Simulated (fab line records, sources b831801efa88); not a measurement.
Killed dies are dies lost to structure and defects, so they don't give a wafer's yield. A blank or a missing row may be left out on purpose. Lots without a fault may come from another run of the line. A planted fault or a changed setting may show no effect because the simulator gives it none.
Which tool did it? | flow gf180mcu | 12 lots, 36 wafers sampled, at 4 steps of a route of 602

WHAT THE GAUGES READ, wafer by wafer
GF_V2_RS_MEAS_24: measures by four-point-probe. Usual: V2_W_RS 0.3258 ohm/sq, standard deviation 0.0027.
lot  | measured     | on            | V2_W_RS (ohm/sq)     | flag
L651 | day 20 12:37 | film_metro-04 | 0.3276 0.3307 0.3296 |
L652 | day 20 16:28 | film_metro-02 | 0.3257 0.3242 0.3298 |
L653 | day 21 02:30 | film_metro-02 | 0.3206 0.3247 0.3291 |
L654 | day 21 20:33 | film_metro-04 | 0.3296 0.3257 0.3262 |
L655 | day 22 02:51 | film_metro-01 | 0.3218 0.3269 0.3231 |
L662 | day 24 13:13 | film_metro-04 | 0.3266 0.3260 0.3266 |
L663 | day 24 15:15 | film_metro-02 | 0.3249 0.3312 0.3299 |
L664 | day 25 01:49 | film_metro-02 | 0.3272 0.3271 0.3265 |
L665 | day 25 09:24 | film_metro-01 | 0.3257 0.3246 0.3253 |
L667 | day 25 23:22 | film_metro-02 | 0.3232 0.3288 0.3226 |
L672 | day 27 13:01 | film_metro-01 | 0.3257 0.3281 0.3236 |
L673 | day 27 14:53 | film_metro-04 | 0.3240 0.3273 0.3252 |

GF_V3_CD_MEAS_14: target cd 260 nm. Usual: cd_nm 259.8 nm, standard deviation 1.1.
lot  | measured     | on        | cd_nm (nm)        | flag
L651 | day 22 15:13 | cd_sem-01 | 261.6 261.8 261.6 |
L652 | day 22 17:58 | cd_sem-02 | 258.8 260.0 259.1 |
L653 | day 23 03:19 | cd_sem-02 | 261.7 260.1 260.3 |
L654 | day 23 20:46 | cd_sem-01 | 259.6 259.0 260.4 |
L655 | day 24 01:50 | cd_sem-01 | 259.2 260.8 260.2 |
L662 | day 26 09:51 | cd_sem-02 | 240.9 241.2 239.4 | OFF
L663 | day 26 10:52 | cd_sem-02 | 242.9 242.8 243.4 | OFF
L664 | day 26 21:30 | cd_sem-02 | 261.2 260.7 262.0 |
L665 | day 27 04:55 | cd_sem-02 | 259.5 260.0 259.7 |
L667 | day 27 17:13 | cd_sem-01 | 259.1 259.4 259.8 |
L672 | day 29 07:05 | cd_sem-02 | 260.4 259.2 258.8 |
L673 | day 29 08:13 | cd_sem-01 | 260.1 261.5 260.6 |

WHICH TOOL RAN EACH LOT (tool, then ch and the chambers of the sampled wafers, then the start)
lot  | GF_M3_SPUTTER_01             | GF_V3_EXPOSE_11
L651 | pvd_sputter-02, day 20 14:00 | krf_scanner-02 ch 0, day 22 03:41
L652 | pvd_sputter-03, day 20 17:12 | krf_scanner-02 ch 0, day 22 06:28
L653 | pvd_sputter-04, day 21 03:05 | krf_scanner-02 ch 0, day 22 15:56
L654 | pvd_sputter-02, day 21 21:08 | krf_scanner-01 ch 0, day 23 09:49
L655 | pvd_sputter-04, day 22 03:26 | krf_scanner-01 ch 0, day 23 14:50
L662 | pvd_sputter-02, day 24 13:44 | krf_scanner-01 ch 0, day 25 23:37
L663 | pvd_sputter-04, day 24 15:50 | krf_scanner-01 ch 0, day 26 01:17
L664 | pvd_sputter-02, day 25 02:23 | krf_scanner-02 ch 0, day 26 11:14
L665 | pvd_sputter-04, day 25 09:59 | krf_scanner-02 ch 0, day 26 18:50
L667 | pvd_sputter-04, day 25 23:55 | krf_scanner-02 ch 0, day 27 07:48
L672 | pvd_sputter-02, day 27 13:37 | krf_scanner-02 ch 0, day 28 20:58
L673 | pvd_sputter-03, day 27 15:28 | krf_scanner-02 ch 0, day 28 22:47
- GF_M3_SPUTTER_01: material TiN, target thk 30 nm, time 25 s.
- GF_V3_EXPOSE_11: exposes mask Via3, target cd 260 nm.

WHAT THE TOOLS THEMSELVES READ (means of the sampled wafers that have a number; where no wafer has one, the mark that the record gives instead)
GF_M3_SPUTTER_01. Usual: throttle_valve_pct 29.9 %, standard deviation 0.97.
lot  | tool           | throttle_valve_pct (%) | flag
L651 | pvd_sputter-02 | 31.0                   |
L652 | pvd_sputter-03 | 29.3                   |
L653 | pvd_sputter-04 | 29.2                   |
L654 | pvd_sputter-02 | 30.0                   |
L655 | pvd_sputter-04 | 28.4                   |
L662 | pvd_sputter-02 | 29.2                   |
L663 | pvd_sputter-04 | 30.0                   |
L664 | pvd_sputter-02 | 30.1                   |
L665 | pvd_sputter-04 | 30.4                   |
L667 | pvd_sputter-04 | 31.0                   |
L672 | pvd_sputter-02 | 29.9                   |
L673 | pvd_sputter-03 | 30.0                   |

GF_V3_EXPOSE_11. Usual: exposure_dose_mJ_cm2 37.95, standard deviation 0.034.
lot  | tool           | exposure_dose_mJ_cm2 | flag
L651 | krf_scanner-02 | 37.97                |
L652 | krf_scanner-02 | 37.96                |
L653 | krf_scanner-02 | 37.98                |
L654 | krf_scanner-01 | 37.93                |
L655 | krf_scanner-01 | 37.97                |
L662 | krf_scanner-01 | 33.85                | OFF
L663 | krf_scanner-01 | 33.81                | OFF
L664 | krf_scanner-02 | 37.96                |
L665 | krf_scanner-02 | 37.92                |
L667 | krf_scanner-02 | 37.99                |
L672 | krf_scanner-02 | 37.96                |
L673 | krf_scanner-02 | 37.94                |

THE ANSWER, worked out from the rows above alone
Rule: a lot is off if the mean of its wafers that have a number lies more than 3 standard deviations from the usual mean. A lot without any number at a reading at which 4 lots or more have one is off too. The other lots that the step has rows for count as sound. The gauges are gone through in route order, then the tools' own readings, and for those a lot's mean is taken as printed above. The first step at which some lot is off is used, and at that step the reading that is off furthest; a lot without a number counts as furthest.
Off: L662, L663, at GF_V3_CD_MEAS_14 (cd_nm).
A tool fits if, at a process step before that reading, it ran every lot that is off, and no sound lot after the first of them. The gauges at GF_V3_CD_MEAS_14 aren't tried: what is off there is off at GF_V3_EXPOSE_11 too, on other tools, and a gauge's error can't cause that. One fits: krf_scanner-01 at GF_V3_EXPOSE_11. Its last sound lot is L655 (day 23 14:50), its first lot that is off L662 (day 25 23:37): a fault that began between those two fits.
The tool's own readings at GF_V3_EXPOSE_11 bear it out: on the lots that are off they differ by more than 5 times the standard deviation of the sound lots' means. exposure_dose_mJ_cm2 reads 33.83 there against 37.96 on the sound lots.

WHAT THE SIMULATOR HAD PUT IN
Process parameter drift: krf_scanner-01, from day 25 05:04 on, at GF_V3_EXPOSE_11. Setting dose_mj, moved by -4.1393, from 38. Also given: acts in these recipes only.
Lots struck among those shown: L662, L663. The rule above found the same.
